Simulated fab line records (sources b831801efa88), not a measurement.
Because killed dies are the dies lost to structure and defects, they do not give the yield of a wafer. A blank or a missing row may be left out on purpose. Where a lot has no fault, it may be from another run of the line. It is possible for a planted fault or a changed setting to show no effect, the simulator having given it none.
fab line records | flow sky130
record: lots: 13 | wafers: 39 | last-day: 50
route steps=708 shown SD_P@328 LI_CONTACT@377 PAD_OPEN@708
lots with no fault: from the same line, run without faults
start-h: hours from the record's first day to the start of the lot's first wafer shown | wait-h: time in hours since the lot's previous step | " identical to the entry in the row above | L1.1+2: a row that stands for several wafers | - either no value or no given start | * or withheld: withheld | < > ~ a bound
route shown NAME@n: NAME is a module with steps in the file, n the number in the route of the first one | usual: mean and standard deviation over wafers with no fault | same: alike in all rows | chamber/n: place in a boat | sites: readings site by site | _std_site: standard deviation across them | _edge_site: the outer-site mean with the inner-site mean subtracted | radius-mm: how far each site lies from the wafer's centre | mask NAME#n: copy n | behind: tool/chamber where the wafer was last shaped | hold: cause of the lot's hold/its duration in hours/its outcome | device: names the non-switching transistor (n, p or np) | end of line: the same wafers' tests at the end of the route | a step given without rows: its recipe and nothing more | killed: dies lost to structure and defects at the first sort, not the wafer's yield | map: shows each die of a wafer: x if killed, . if not, _ if none is there
set.NAME: the setting as run; set.NAME@STEP: as run at that earlier step | model.NAME: the simulator's own value behind a step, which no gauge read
route steps across a sampled set of lots; one table per step, one row per wafer
services: the hour from which a tool's chamber was out of use, counted from the record's first day as start-h (under 0 if before that day), plus the number of hours and why
== steps ==
step: SKY_SD_P_OVL_MEAS_08
usual: SD_P_OVL: 0.7/1.1
lot.wafer | tool       | chamber | start-h | wait-h | SD_P_OVL[nm]
L552.1    | overlay-02 | -       | 602.57  | 0.1    | 2.3
L552.4    | "          | -       | "       | "      | 2.8
L552.5    | "          | -       | "       | "      | 2.3
L554.1    | overlay-01 | -       | 612.22  | 0.1    | 1.4
L554.2    | "          | -       | "       | "      | 0.7
L554.3    | "          | -       | "       | "      | 1.7
L555.1    | overlay-02 | -       | 616.81  | 0.1    | 1.4
L555.3    | "          | -       | "       | "      | 0.2
L555.4    | "          | -       | "       | "      | 2.7
L557.2    | overlay-01 | -       | 632.80  | 0.1    | -0.7
L557.3    | "          | -       | "       | "      | -0.4
L557.6    | "          | -       | "       | "      | 1.6
L558.1    | overlay-01 | -       | 645.16  | 0.1    | 1.0
L558.2    | "          | -       | "       | "      | -0.1
L558.4    | "          | -       | "       | "      | -0.2
L559.3    | overlay-02 | -       | 654.75  | 0.1    | -1.4
L559.4    | "          | -       | "       | "      | -2.3
L559.6    | "          | -       | "       | "      | -0.2
L564.1    | overlay-01 | -       | 696.69  | 0.1    | 0.3
L564.3    | "          | -       | "       | "      | -1.9
L564.5    | "          | -       | "       | "      | 0.7
L565.2    | overlay-02 | -       | 705.40  | 0.1    | 0.1
L565.3    | "          | -       | "       | "      | 0.4
L565.4    | "          | -       | "       | "      | 1.0
L566.2    | overlay-01 | -       | 710.23  | 0.1    | 1.7
L566.5    | "          | -       | "       | "      | 0.8
L566.6    | "          | -       | "       | "      | -0.4
L567.1    | overlay-02 | -       | 716.52  | 0.1    | 1.3
L567.4    | "          | -       | "       | "      | 0.4
L567.6    | "          | -       | "       | "      | -0.3
L568.1    | overlay-02 | -       | 722.89  | 0.1    | -0.8
L568.2    | "          | -       | "       | "      | 0.5
L568.6    | "          | -       | "       | "      | 1.6
L570.1    | overlay-01 | -       | 740.94  | 0.1    | 2.0
L570.2    | "          | -       | "       | "      | 1.3
L570.6    | "          | -       | "       | "      | 2.2
L574.4    | overlay-02 | -       | 784.66  | 0.1    | 0.2
L574.5    | "          | -       | "       | "      | -0.1
L574.6    | "          | -       | "       | "      | -0.4
step: SKY_LI_CONTACT_ETCH_15
recipe: target: PSG | chemistry: C4F8/O2/Ar | stop-on: Si | taper-deg: 4.15 | mask-material: KrF-thick | source-w: 1500 | bias-w: 1200 | pressure-mtorr: 40 | c4f8-flow-sccm: withheld | O2_flow_sccm: 6 | Ar_flow_sccm: 300 | time-s: withheld | target-depth-a: 6000
usual: bias-w: 1200/3.3 | chamber-pressure-mTorr: 40.00/0.034 | oes-product-au: 0.837/0.0048
lot.wafer | tool        | chamber | start-h | wait-h | bias-w | chamber-pressure-mTorr | oes-product-au
L552.1    | rie-diel-04 | 3       | 691.92  | 0.0    | 1199   | 39.94                  | 0.831
L552.4    | "           | 0       | "       | "      | 1201   | 39.96                  | 0.841
L552.5    | "           | 2       | "       | "      | 1209   | 40.07                  | 0.831
L554.1    | rie-diel-04 | 2       | 700.19  | 0.0    | 1198   | 39.98                  | 0.833
L554.2    | "           | 3       | "       | "      | 1200   | 40.00                  | 0.851
L554.3    | "           | 1       | "       | "      | 1200   | 40.03                  | 0.838
L555.1    | rie-diel-03 | 0       | 705.04  | 0.0    | 1202   | 39.98                  | 0.843
L555.3    | "           | 3       | "       | "      | 1198   | 40.01                  | 0.836
L555.4    | "           | 0       | "       | "      | 1199   | 39.96                  | 0.839
L557.2    | rie-diel-04 | 0       | 720.02  | 0.0    | -      | -                      | -
L557.3    | "           | 2       | "       | "      | -      | -                      | -
L557.6    | "           | 0       | "       | "      | -      | -                      | -
L558.1    | rie-diel-02 | 0       | 731.17  | 0.0    | -      | -                      | -
L558.2    | "           | 3       | "       | "      | -      | -                      | -
L558.4    | "           | 2       | "       | "      | -      | -                      | -
L559.3    | rie-diel-03 | 0       | 742.52  | 0.0    | -      | -                      | -
L559.4    | "           | 2       | "       | "      | -      | -                      | -
L559.6    | "           | 0       | "       | "      | -      | -                      | -
L564.1    | rie-diel-04 | 0       | 782.67  | 0.0    | 1205   | 39.97                  | 0.841
L564.3    | "           | 1       | "       | "      | 1202   | 39.96                  | 0.831
L564.5    | "           | 3       | "       | "      | 1197   | 40.06                  | 0.830
L565.2    | rie-diel-03 | 3       | 789.22  | 0.0    | 1198   | 39.96                  | 0.843
L565.3    | "           | 2       | "       | "      | 1205   | 39.98                  | 0.838
L565.4    | "           | 0       | "       | "      | 1199   | 40.02                  | 0.843
L566.2    | rie-diel-03 | 1       | 795.14  | 0.0    | 1199   | 40.00                  | 0.830
L566.5    | "           | 0       | "       | "      | 1198   | 40.01                  | 0.835
L566.6    | "           | 1       | "       | "      | 1197   | 40.02                  | 0.838
L567.1    | rie-diel-03 | 3       | 799.92  | 0.0    | 1202   | 40.01                  | 0.828
L567.4    | "           | 0       | "       | "      | 1200   | 39.98                  | 0.834
L567.6    | "           | 0       | "       | "      | 1199   | 40.01                  | 0.841
L568.1    | rie-diel-04 | 3       | 807.02  | 0.0    | 1198   | 40.05                  | 0.828
L568.2    | "           | 0       | "       | "      | 1198   | 39.95                  | 0.841
L568.6    | "           | 0       | "       | "      | 1200   | 39.99                  | 0.834
L570.1    | rie-diel-04 | 2       | 823.37  | 0.0    | 1193   | 40.00                  | 0.839
L570.2    | "           | 0       | "       | "      | 1204   | 39.98                  | 0.833
L570.6    | "           | 2       | "       | "      | 1192   | 40.01                  | 0.839
L574.4    | rie-diel-03 | 2       | 867.07  | 0.0    | 1207   | 40.08                  | 0.833
L574.5    | "           | 1       | "       | "      | 1202   | 39.99                  | 0.840
L574.6    | "           | 0       | "       | "      | 1204   | 39.94                  | 0.849
step: SKY_LI_CONTACT_STRIP_16
recipe: chemistry: O2/N2 | power-w: 1400 | pressure-mtorr: 1500 | platen-temp-c: withheld | o2-flow-sccm: 3000 | n2-flow-sccm: 300 | overash-fraction: 0.5
usual: drypump-motor-current-A: 5.9/0.48 | oes-product-au: 0.375/0.0051 | strip-time-to-endpoint-s: 3.49/0.043
lot.wafer | tool            | chamber | start-h | wait-h | drypump-motor-current-A | oes-product-au | rf-hours-counter-h | strip-time-to-endpoint-s
L552.1    | plasma-asher-03 | 1       | 692.01  | -      | 6.2                     | 0.377          | 26                 | 3.47
L552.4    | "               | 0       | "       | "      | 5.9                     | 0.377          | -                  | 3.50
L552.5    | "               | 0       | "       | "      | 5.9                     | 0.377          | -                  | 3.47
L554.1    | plasma-asher-03 | 1       | 700.27  | -      | 6.2                     | 0.375          | 27                 | 3.47
L554.2    | "               | 0       | "       | "      | 5.9                     | 0.372          | 27                 | 3.44
L554.3    | "               | 1       | "       | "      | 6.2                     | 0.372          | -                  | 3.47
L555.1    | plasma-asher-04 | 1       | 705.12  | -      | 5.8                     | 0.370          | 101                | 3.49
L555.3    | "               | 1       | "       | "      | 5.8                     | 0.369          | -                  | 3.45
L555.4    | "               | 0       | "       | "      | 6.6                     | 0.369          | -                  | 3.49
L557.2    | plasma-asher-04 | 0       | 720.11  | -      | 6.6                     | 0.441          | 102                | 5.23
L557.3    | "               | 1       | "       | "      | 5.8                     | 0.439          | -                  | 5.20
L557.6    | "               | 1       | "       | "      | 5.8                     | 0.438          | -                  | 5.21
L558.1    | plasma-asher-03 | 0       | 731.26  | -      | 6.0                     | 0.450          | 30                 | 5.17
L558.2    | "               | 1       | "       | "      | 6.2                     | 0.441          | 30                 | 5.20
L558.4    | "               | 1       | "       | "      | 6.2                     | 0.448          | -                  | 5.19
L559.3    | plasma-asher-02 | 1       | 742.64  | -      | 6.0                     | 0.450          | -                  | 5.23
L559.4    | "               | 0       | "       | "      | 5.0                     | 0.447          | -                  | 5.20
L559.6    | "               | 1       | "       | "      | 6.1                     | 0.453          | -                  | 5.23
L564.1    | plasma-asher-02 | 1       | 782.76  | -      | 6.0                     | 0.373          | 95                 | 3.44
L564.3    | "               | 1       | "       | "      | 6.0                     | 0.374          | -                  | 3.48
L564.5    | "               | 1       | "       | "      | 6.1                     | 0.376          | -                  | 3.41
L565.2    | plasma-asher-02 | 0       | 789.31  | -      | 5.0                     | 0.365          | 96                 | 3.52
L565.3    | "               | 0       | "       | "      | 5.0                     | 0.374          | -                  | 3.55
L565.4    | "               | 1       | "       | "      | 6.0                     | 0.384          | -                  | 3.58
L566.2    | plasma-asher-02 | 1       | 795.22  | -      | 6.0                     | 0.374          | 96                 | 3.45
L566.5    | "               | 0       | "       | "      | 4.9                     | 0.374          | -                  | 3.53
L566.6    | "               | 1       | "       | "      | 6.1                     | 0.372          | -                  | 3.46
L567.1    | plasma-asher-03 | 0       | 800.01  | -      | 6.0                     | 0.381          | 37                 | 3.54
L567.4    | "               | 1       | "       | "      | 6.2                     | 0.380          | -                  | 3.58
L567.6    | "               | 1       | "       | "      | 6.2                     | 0.382          | -                  | 3.58
L568.1    | plasma-asher-03 | 0       | 807.11  | -      | 5.9                     | 0.379          | 38                 | 3.46
L568.2    | "               | 1       | "       | "      | 6.2                     | 0.372          | 38                 | 3.45
L568.6    | "               | 1       | "       | "      | 6.2                     | 0.373          | -                  | 3.47
L570.1    | plasma-asher-03 | 0       | 823.46  | -      | 5.9                     | 0.377          | 40                 | 3.53
L570.2    | "               | 1       | "       | "      | 6.2                     | 0.373          | 40                 | 3.47
L570.6    | "               | 0       | "       | "      | 5.9                     | 0.385          | -                  | 3.51
L574.4    | plasma-asher-03 | 1       | 867.19  | -      | 6.2                     | 0.375          | -                  | 3.55
L574.5    | "               | 0       | "       | "      | 5.9                     | 0.378          | -                  | 3.49
L574.6    | "               | 1       | "       | "      | 6.2                     | 0.380          | -                  | 3.55
step: SKY_LI_CONTACT_SPUTTER_19
recipe: material: Ti | target-thk-nm: 20 | chamber-pressure-pa: 5 | power-w: 2500 | substrate-temp-c: 200 | time-s: 106.37
usual: throttle-valve-pct: 29.9/0.78
lot.wafer | tool           | chamber | start-h | wait-h | throttle-valve-pct
L552.1    | pvd-sputter-03 | -       | 692.30  | 0.0    | 29.1
L552.4    | "              | -       | "       | "      | 29.2
L552.5    | "              | -       | "       | "      | 29.1
L554.1    | pvd-sputter-04 | -       | 700.57  | 0.0    | 30.1
L554.2    | "              | -       | "       | "      | 30.8
L554.3    | "              | -       | "       | "      | 29.7
L555.1    | pvd-sputter-01 | -       | 705.43  | 0.0    | 30.2
L555.3    | "              | -       | "       | "      | 30.4
L555.4    | "              | -       | "       | "      | 30.2
L557.2    | pvd-sputter-04 | -       | 720.42  | 0.0    | 31.1
L557.3    | "              | -       | "       | "      | 29.8
L557.6    | "              | -       | "       | "      | 29.4
L558.1    | pvd-sputter-04 | -       | 731.55  | 0.0    | 29.6
L558.2    | "              | -       | "       | "      | 30.9
L558.4    | "              | -       | "       | "      | 30.0
L559.3    | pvd-sputter-01 | -       | 742.90  | 0.0    | 30.3
L559.4    | "              | -       | "       | "      | 30.1
L559.6    | "              | -       | "       | "      | 30.1
L564.1    | pvd-sputter-04 | -       | 783.05  | 0.0    | 29.6
L564.3    | "              | -       | "       | "      | 30.3
L564.5    | "              | -       | "       | "      | 31.1
L565.2    | pvd-sputter-04 | -       | 790.11  | 0.0    | 31.2
L565.3    | "              | -       | "       | "      | 29.4
L565.4    | "              | -       | "       | "      | 29.9
L566.2    | pvd-sputter-01 | -       | 795.53  | 0.0    | 30.2
L566.5    | "              | -       | "       | "      | 28.6
L566.6    | "              | -       | "       | "      | 30.0
L567.1    | pvd-sputter-04 | -       | 800.30  | 0.0    | 31.0
L567.4    | "              | -       | "       | "      | 29.5
L567.6    | "              | -       | "       | "      | 30.9
L568.1    | pvd-sputter-04 | -       | 807.40  | 0.0    | 29.5
L568.2    | "              | -       | "       | "      | 31.2
L568.6    | "              | -       | "       | "      | 30.2
L570.1    | pvd-sputter-04 | -       | 823.75  | 0.0    | 29.7
L570.2    | "              | -       | "       | "      | 30.1
L570.6    | "              | -       | "       | "      | 30.1
L574.4    | pvd-sputter-01 | -       | 867.63  | 0.0    | 28.6
L574.5    | "              | -       | "       | "      | 28.8
L574.6    | "              | -       | "       | "      | 30.3
step: SKY_PAD_OPEN_PROBE_99
usual: killed_at_M0_to_M3: 44/7.4 | killed_at_M4_up: 3.0/1.8 | killed-at-contacts: 24/5.1 | killed-at-front-end: 15/4.3 | killed-at-other: 0.3/0.54 | killed-dies: 86/9.9 | killed-on-rim: 17/3.9 | killed-open: 47/7.1 | killed-short: 38/6.7
same: gross-dies: 492 | killed-at-back-side: 0
lot.wafer | tool      | chamber | start-h | wait-h | killed_at_M0_to_M3 | killed_at_M4_up | killed-at-contacts | killed-at-front-end | killed-at-other | killed-dies | killed-on-rim | killed-open | killed-short
L557.2    | prober-02 | -       | 1113.54 | 0.1    | 46                 | 6               | 423                | 17                  | 0               | 492         | 96            | 45          | 47
L557.3    | prober-02 | -       | 1113.59 | 0.2    | 43                 | 3               | 432                | 14                  | 0               | 492         | 96            | 43          | 42
L557.6    | prober-02 | -       | 1113.74 | 0.2    | 31                 | 3               | 442                | 16                  | 0               | 492         | 96            | 44          | 34
L558.1    | prober-01 | -       | 1118.60 | 0.1    | 42                 | 4               | 435                | 10                  | 1               | 492         | 96            | 46          | 29
L558.2    | prober-01 | -       | 1118.65 | 0.1    | 40                 | 5               | 433                | 14                  | 0               | 492         | 96            | 48          | 36
L558.4    | prober-01 | -       | 1118.75 | 0.2    | 53                 | 4               | 416                | 18                  | 1               | 492         | 96            | 63          | 48
L559.3    | prober-02 | -       | 1128.18 | 0.2    | 37                 | 4               | 432                | 19                  | 0               | 492         | 96            | 36          | 44
L559.4    | prober-02 | -       | 1128.23 | 0.2    | 32                 | 6               | 442                | 12                  | 0               | 492         | 96            | 36          | 37
L559.6    | prober-02 | -       | 1128.33 | 0.2    | 30                 | 4               | 442                | 16                  | 0               | 492         | 96            | 35          | 26
L565.2    | prober-01 | -       | 1161.12 | 0.1    | 36                 | 5               | 13                 | 14                  | 1               | 69          | 12            | 46          | 22
L565.3    | prober-01 | -       | 1161.17 | 0.2    | 48                 | 6               | 24                 | 10                  | 0               | 88          | 18            | 57          | 31
L565.4    | prober-01 | -       | 1161.22 | 0.2    | 46                 | 3               | 28                 | 10                  | 0               | 87          | 16            | 51          | 36
L566.2    | prober-02 | -       | 1164.76 | 0.1    | 42                 | 4               | 27                 | 23                  | 0               | 96          | 23            | 58          | 38
L566.5    | prober-02 | -       | 1164.91 | 0.2    | 42                 | 1               | 22                 | 10                  | 1               | 76          | 14            | 43          | 33
L566.6    | prober-02 | -       | 1164.96 | 0.2    | 43                 | 4               | 21                 | 22                  | 0               | 90          | 17            | 49          | 41
killed by level:class
L557.2 LI_CONTACT:area-etch=400 CONTACT:geometric-particle:open=11 METAL3:geometric-particle:short=10 METAL2:geometric-particle:short=9 FIELD_ISO:geometric-particle:open=8 VIA2:geometric-particle:short=5 LI_CONTACT:geometric-particle:short=5 VIA1:geometric-particle:open=5
L557.3 LI_CONTACT:area-etch=407 LI_CONTACT:geometric-particle:open=8 METAL1:geometric-particle:short=8 VIA1:geometric-particle:open=8 LI_CONTACT:geometric-particle:short=7 VIA2:geometric-particle:open=5 METAL2:geometric-particle:short=5 FIELD_ISO:geometric-particle:open=4
L557.6 LI_CONTACT:area-etch=414 LI_CONTACT:geometric-particle:open=13 CONTACT:geometric-particle:open=8 VIA1:geometric-particle:open=7 VIA3:geometric-particle:open=7 FIELD_ISO:geometric-particle:short=6 FIELD_ISO:geometric-particle:open=4 POLY_GATE:geometric-particle:short=4
L558.1 LI_CONTACT:area-etch=417 CONTACT:geometric-particle:open=10 VIA2:geometric-particle:open=8 VIA1:geometric-particle:open=7 VIA3:geometric-particle:open=7 METAL2:geometric-particle:short=5 LI_CONTACT:geometric-particle:open=4 VIA1:geometric-particle:short=4
L558.2 LI_CONTACT:area-etch=408 CONTACT:geometric-particle:open=11 VIA3:geometric-particle:open=8 VIA1:geometric-particle:open=7 VIA2:geometric-particle:open=7 CONTACT:geometric-particle:short=6 POLY_GATE:geometric-particle:short=4 LI_CONTACT:geometric-particle:open=4
L558.4 LI_CONTACT:area-etch=381 CONTACT:geometric-particle:open=18 VIA1:geometric-particle:open=11 METAL1:geometric-particle:short=9 LI_CONTACT:geometric-particle:open=8 VIA2:geometric-particle:open=8 VIA1:geometric-particle:short=5 POLY_GATE:geometric-particle:short=4
L559.3 LI_CONTACT:area-etch=412 FIELD_ISO:geometric-particle:short=10 CONTACT:geometric-particle:open=9 VIA1:geometric-particle:open=7 METAL1:geometric-particle:short=7 VIA2:geometric-particle:open=5 METAL2:geometric-particle:short=5 LOCAL_INTERCONNECT:geometric-particle:short=4
L559.4 LI_CONTACT:area-etch=419 CONTACT:geometric-particle:open=8 LI_CONTACT:geometric-particle:open=7 VIA1:geometric-particle:open=7 METAL4:geometric-particle:short=6 VIA3:geometric-particle:open=6 POLY_GATE:geometric-particle:short=5 VIA2:geometric-particle:open=5
L559.6 LI_CONTACT:area-etch=431 VIA1:geometric-particle:open=6 FIELD_ISO:geometric-particle:open=5 VIA2:geometric-particle:open=5 METAL3:geometric-particle:short=5 POLY_GATE:geometric-particle:open=4 LI_CONTACT:geometric-particle:open=4 CONTACT:geometric-particle:open=4
L565.2 POLY_GATE:geometric-particle:open=9 VIA1:geometric-particle:open=9 VIA3:geometric-particle:open=7 VIA1:geometric-particle:short=7 CONTACT:geometric-particle:open=5 VIA2:geometric-particle:open=5 LI_CONTACT:geometric-particle:open=4 CONTACT:geometric-particle:short=3
L565.3 LI_CONTACT:geometric-particle:open=10 VIA1:geometric-particle:open=10 VIA2:geometric-particle:open=10 CONTACT:geometric-particle:open=8 METAL2:geometric-particle:short=8 VIA3:geometric-particle:open=6 VIA1:geometric-particle:short=4 POLY_GATE:geometric-particle:open=4
L565.4 VIA1:geometric-particle:open=13 CONTACT:geometric-particle:open=13 VIA2:geometric-particle:open=7 LI_CONTACT:geometric-particle:open=6 METAL1:geometric-particle:short=6 VIA1:geometric-particle:short=5 LOCAL_INTERCONNECT:geometric-particle:short=4 VIA3:geometric-particle:open=4
L566.2 CONTACT:geometric-particle:open=10 VIA1:geometric-particle:open=10 LI_CONTACT:geometric-particle:open=8 FIELD_ISO:geometric-particle:open=6 VIA2:geometric-particle:open=6 METAL2:geometric-particle:short=6 CONTACT:geometric-particle:short=5 VIA3:geometric-particle:open=5
L566.5 VIA1:geometric-particle:open=15 CONTACT:geometric-particle:open=10 METAL2:geometric-particle:short=6 VIA2:geometric-particle:open=5 LI_CONTACT:geometric-particle:open=4 CONTACT:geometric-particle:short=4 VIA1:geometric-particle:short=4 VIA3:geometric-particle:open=4
L566.6 CONTACT:geometric-particle:open=9 VIA1:geometric-particle:open=9 POLY_GATE:geometric-particle:short=7 POLY_GATE:geometric-particle:open=7 METAL2:geometric-particle:short=7 VIA2:geometric-particle:open=6 METAL1:geometric-particle:short=5 VIA2:geometric-particle:short=5
== services ==
tool            | chamber | start-h | hours | kind
rie-diel-04     | -       | 674.73  | 0.5   | repair
rie-diel-02     | -       | 675.09  | 2.8   | pm
pvd-sputter-01  | -       | 682.30  | 6.1   | repair
pvd-sputter-01  | -       | 695.41  | 1.3   | repair
plasma-asher-02 | -       | 702.07  | 2.5   | repair
rie-diel-04     | -       | 709.61  | 2.8   | pm
rie-diel-02     | 2       | 713.09  | 2.4   | repair
rie-diel-03     | 0       | 731.44  | 5.1   | repair
plasma-asher-04 | -       | 733.75  | 9.0   | pm
rie-diel-02     | 0       | 738.47  | 4.5   | repair
pvd-sputter-03  | -       | 739.55  | 0.7   | repair
plasma-asher-02 | -       | 743.28  | 0.5   | repair
rie-diel-02     | 1       | 748.72  | 9.3   | repair
rie-diel-02     | -       | 752.89  | 1.2   | repair
rie-diel-04     | 2       | 773.00  | 38.9  | repair
rie-diel-04     | 0       | 788.57  | 5.8   | repair
pvd-sputter-01  | -       | 797.49  | 3.7   | repair
pvd-sputter-03  | -       | 806.48  | 2.3   | repair
rie-diel-04     | 0       | 809.44  | 9.0   | repair
rie-diel-04     | 1       | 818.68  | 4.9   | repair
plasma-asher-04 | -       | 831.18  | 0.7   | repair
rie-diel-03     | -       | 842.47  | 14.6  | pm
plasma-asher-04 | -       | 843.39  | 2.7   | repair
pvd-sputter-01  | -       | 850.02  | 2.4   | repair
== key ==
first-sign: step: SKY_LI_CONTACT_ETCH_15 | reading: tool-record | direction: missing
effect: step: SKY_LI_CONTACT_STRIP_16 | reading: strip-time-to-endpoint-s | direction: up | sigmas: 39 | usual: * | struck: *
effect: step: SKY_PAD_OPEN_PROBE_99 | reading: killed-at-contacts | direction: up | sigmas: 80 | usual: 24 | struck: 433
more-kills-born-at: SKY_LI_CONTACT_ETCH_15@rie-diel-03: 1262 | SKY_LI_CONTACT_ETCH_15@rie-diel-04: 1221 | SKY_LI_CONTACT_ETCH_15@rie-diel-02: 1206
met-at SKY_LI_CONTACT_ETCH_15
struck-lots L557,L558,L559
later-rows-left-out L557.2,L557.3,L557.6,L558.1,L558.2,L558.4,L559.3,L559.4,L559.6
tester-left-out L557,L558,L559
not-acting-at SKY_SD_P_OVL_MEAS_08,SKY_LI_CONTACT_SPUTTER_19
onset-between 705.04 720.02
fault: kind: skipped-step-whole | tool: rie-diel-02,rie-diel-03,rie-diel-04 | chamber: - | onset-h: 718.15 | steps: SKY_LI_CONTACT_ETCH_15 | scope: struck-lots-only
tester-left-out: of these lots the tester's yield and bins aren't shown, on N5 and GAA mostly nor the transistor test; their killed dies are dies lost to structure and defects alone, not to doping, threshold or leakage, so they don't give the yield
later-rows-left-out: the simulator's readings of these wafers behind a module that went badly wrong aren't trusted and aren't shown, but for the sort
